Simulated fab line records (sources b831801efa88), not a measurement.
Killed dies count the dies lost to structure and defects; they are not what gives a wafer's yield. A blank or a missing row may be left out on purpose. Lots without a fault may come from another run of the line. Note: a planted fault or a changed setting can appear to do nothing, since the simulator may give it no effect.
Problem report in the 8D (eight disciplines) form, filled by code + flow sky130 + the parts of the form that need people (team, actions taken, sign-off) are left out

1. THE ISSUE
Across 6 wafers from 2 lots, LOCAL_INTERCONNECT_TIN_RS at SKY_LOCAL_INTERCONNECT_RS_MEAS_01 averages 8.66 ohm/sq, while fault-free wafers read 14.03 ohm/sq with a standard deviation of 0.21. Relative to the usual mean, that is a shift of -26 standard deviations.
The step: measures by four-point-probe.
Earliest sighting: wafer L182.1 on filmMetro-01 at day 33 12:26. At this step, 30 wafers from 10 lots have a number in the record. Rule for "out" (also "out of limits"): further than 4 standard deviations from the usual mean. All remaining wafers that have a number are taken as sound.

2. WHAT IT IS; WHAT IT IS NOT
| question                    | is                         | is not                                                                                      |
|-----------------------------|----------------------------|---------------------------------------------------------------------------------------------|
| which readings at this step | LOCAL_INTERCONNECT_TIN_RS  | -                                                                                           |
| which lots                  | L182, L184                 | L173, L174, L179, L187, L190, L191, L192, L194                                              |
| which wafers of those lots  | all that have a number     | -                                                                                           |
| read on which gauges        | filmMetro-01, filmMetro-04 | filmMetro-03                                                                                |
| when                        | from day 33 12:26          | up to then (9 sound wafers); but 15 sound wafers of L187, L190, L191, L192, L194 came after |

3. SUSPECTS, AND WHAT RULES EACH OUT
Counting: a tool at a process step up to the reading stays a suspect if it ran every lot that is out and no sound lot after the first of them.
- the gauge at SKY_LOCAL_INTERCONNECT_RS_MEAS_01: ruled out. Those wafers that are out were read across 2 gauges (filmMetro-01, filmMetro-04).
- pvdSputter-03 at SKY_LOCAL_INTERCONNECT_SPUTTER_00 (material TiN, target thk 100 nm, time 83.3 s): kept. Every lot that is out went through it, starting with L182 (day 33 12:23), and after that it ran no sound lot; the last sound lot it ran before then is L179 (day 31 06:58).
The count leaves pvdSputter-03 at SKY_LOCAL_INTERCONNECT_SPUTTER_00.

4. THE CAUSE (what the simulator had put in)
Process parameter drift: pvdSputter-03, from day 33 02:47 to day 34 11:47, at SKY_LOCAL_INTERCONNECT_SPUTTER_00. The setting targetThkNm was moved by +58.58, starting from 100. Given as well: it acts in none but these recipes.
Only this tool survived the counting.

5. SEQUENCE OF EFFECTS, ordered by route
Rows list readings where the struck wafers' mean (over those with a number) sits beyond 3 standard deviations from the usual. Readings are gone through only where the record gives a usual standard deviation; hours: the median, over the lots, of the time from a lot's start at the first step in this table giving one to that lot's start at this step; sigmas: the change measured in usual standard deviations.
| hours | step                                 | reading                    | usual        | on struck wafers | change | sigmas |
|-------|--------------------------------------|----------------------------|--------------|------------------|--------|--------|
| 0     | SKY_LOCAL_INTERCONNECT_RS_MEAS_01    | LOCAL_INTERCONNECT_TIN_RS  | 14.03 ohm/sq | 8.66             | -5.37  | -26    |
| 0     | SKY_LOCAL_INTERCONNECT_THK_MEAS_02   | LOCAL_INTERCONNECT_TIN_THK | 100.8 nm     | 160.4            | +59.6  | +37    |
| 27    | SKY_LOCAL_INTERCONNECT_METAL_ETCH_14 | oesProductAu               | 0.946 a.u.   | 1.023            | +0.077 | +8.2   |
| 27    | SKY_LOCAL_INTERCONNECT_METAL_ETCH_14 | throttleValvePct           | 21.898 %     | 21.847           | -0.051 | -4.6   |
| 369   | SKY_PAD_OPEN_PROBE_99                | killedAtContacts           | 25           | 427              | +402   | +80    |
| 369   | SKY_PAD_OPEN_PROBE_99                | killedDies                 | 87           | 492              | +405   | +44    |
| 369   | SKY_PAD_OPEN_PROBE_99                | killedOnRim                | 18           | 96               | +78    | +18    |
It contains these process steps:
- SKY_LOCAL_INTERCONNECT_METAL_ETCH_14: etches TiN in Cl2/BCl3, stops on PSG, target depth 110 nm, time 31.4 s.
- SKY_PAD_OPEN_PROBE_99

6. WHAT WOULD HAVE CAUGHT IT SOONER
In this record the first reading out of limits at a measuring or inspecting step was taken at day 33 12:26, 10 hours after the fault began at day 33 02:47.
An alarm limit of 4 standard deviations would not have fired on the tool readings at SKY_LOCAL_INTERCONNECT_SPUTTER_00 for which the record gives a usual standard deviation, since none of them was out on any struck wafer.
Among the 2 lots that are out, L184 began SKY_LOCAL_INTERCONNECT_SPUTTER_00 on pvdSputter-03 after day 33 12:26. Had the tool been put on hold then, it would have been spared.
